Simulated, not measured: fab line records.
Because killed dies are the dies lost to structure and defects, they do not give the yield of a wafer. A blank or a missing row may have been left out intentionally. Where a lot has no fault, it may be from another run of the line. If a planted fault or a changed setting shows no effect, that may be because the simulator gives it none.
A struck lot beside a sound one -- flow sfq-line -- 14 steps out of a route of 325
Sound: the wafers L388.1, L388.3, L388.4. Wafers L399.2, L399.5, L399.6 were the ones struck. The cause comes at the end.
Per side, at each step with rows, come the tool, then ch with its chambers, and then its first start. Under that, the readings that differ: sound wafers -- struck wafers -- difference of the means -- sigmas: that difference in standard deviations of wafers without a fault.
alike: words and numbers the same on both sides, and readings whose means are apart by under 2 such deviations; not compared: readings that were withheld, readings missing a value for some wafer, numbers with overlapping values and no deviation given by the record, and bounds like >300 which may hide the same value.
A row with sigmas, a row that says differs or no value, or rows on one side alone: a step with any of these is where the two part. When numbers do not overlap yet have no deviation, they are printed without sigmas and do not part them. A reading that every wafer of one side lacks parts them only if that side has two wafers or more.

SFQ_TRILAYER_A5B_DEP_PECVD_129: deposits SiO2 from SiH4/N2O, time 133.33 s, target thk 600 nm.
  sound on pecvd-04 ch 0,1,2, day 73 02:26; struck on pecvd-02 ch 0,1,2, day 75 18:41
  alike: chamber-pressure-Torr, heater-power-w, throttle-valve-pct
SFQ_TRILAYER_A5B_CMP_CMP_130: polishes, stops on Nb, target thk 340.7 nm.
  sound on cmp-02 ch 0,1,2, day 73 04:05; struck on cmp-02 ch 0,2,3, day 75 20:03
  alike: head-pressure-psi, motor-current-A, platen-rpm
SFQ_TRILAYER_A5B_METRO_MEASURE_131:
  sound on film-metro-02, day 73 07:05; struck on film-metro-03, day 75 22:15
reading,sound,struck,difference,sigmas
thk-nm (nm),340 349 349,333 337 328,-13,-2
then, 1 step without rows for these wafers: SFQ_TRILAYER_R5_DEP_SPUTTER_132 (material Ti, target thk 5 nm, time 5 s).
SFQ_TRILAYER_R5_DEP_SPUTTER_133: material MoNx, target thk 40 nm, time 66.7 s.
  sound on pvd-sputter-05, day 73 08:18; struck on pvd-sputter-04, day 75 23:16
  alike: throttle-valve-pct
SFQ_TRILAYER_R5_DEP_SPUTTER_134: material Ti, target thk 5 nm, time 5 s.
  sound on pvd-sputter-05, day 73 08:21; struck on pvd-sputter-04, day 75 23:19
  alike: throttle-valve-pct
SFQ_R5_RS_MEAS_933: measures by four-point-probe.
  sound on film-metro-03, day 73 08:22; struck on film-metro-01, day 75 23:22
  alike: R5_MONX_RS
SFQ_R5_THK_MEAS_934: measures by xrf.
  sound on film-metro-03, day 73 08:29; struck on film-metro-01, day 75 23:28
  alike: R5_MONX_THK
then, 4 steps without rows for these wafers: SFQ_TRILAYER_R5_LITHO_COAT_141 (resist thk 62 nm); SFQ_TRILAYER_R5_LITHO_COAT_136 (resist thk 600 nm); SFQ_TRILAYER_R5_LITHO_SOFTBAKE_140; SFQ_TRILAYER_R5_LITHO_EXPOSE_137 (exposes mask R5, target cd 500 nm).
SFQ_TRILAYER_R5_LITHO_PEB_139: peb time 60 s.
  struck on litho-track-02, day 76 01:40; sound on litho-track-02 ch 0, day 73 13:17
  no value came back on the struck wafers for chill-plate-temp-C (C), exhaust-pa (Pa), heater-power-total-W (W); on the sound wafers chill-plate-temp-C (C) reads 22.86 22.87 22.99
then, 1 step without rows for these wafers: SFQ_TRILAYER_R5_LITHO_DEVELOP_138 (time 60 s).

WHERE THEY PART
At SFQ_TRILAYER_A5B_METRO_MEASURE_131 first; at SFQ_TRILAYER_R5_LITHO_PEB_139 last (within this record only).

WHY: what had been put in by the simulator
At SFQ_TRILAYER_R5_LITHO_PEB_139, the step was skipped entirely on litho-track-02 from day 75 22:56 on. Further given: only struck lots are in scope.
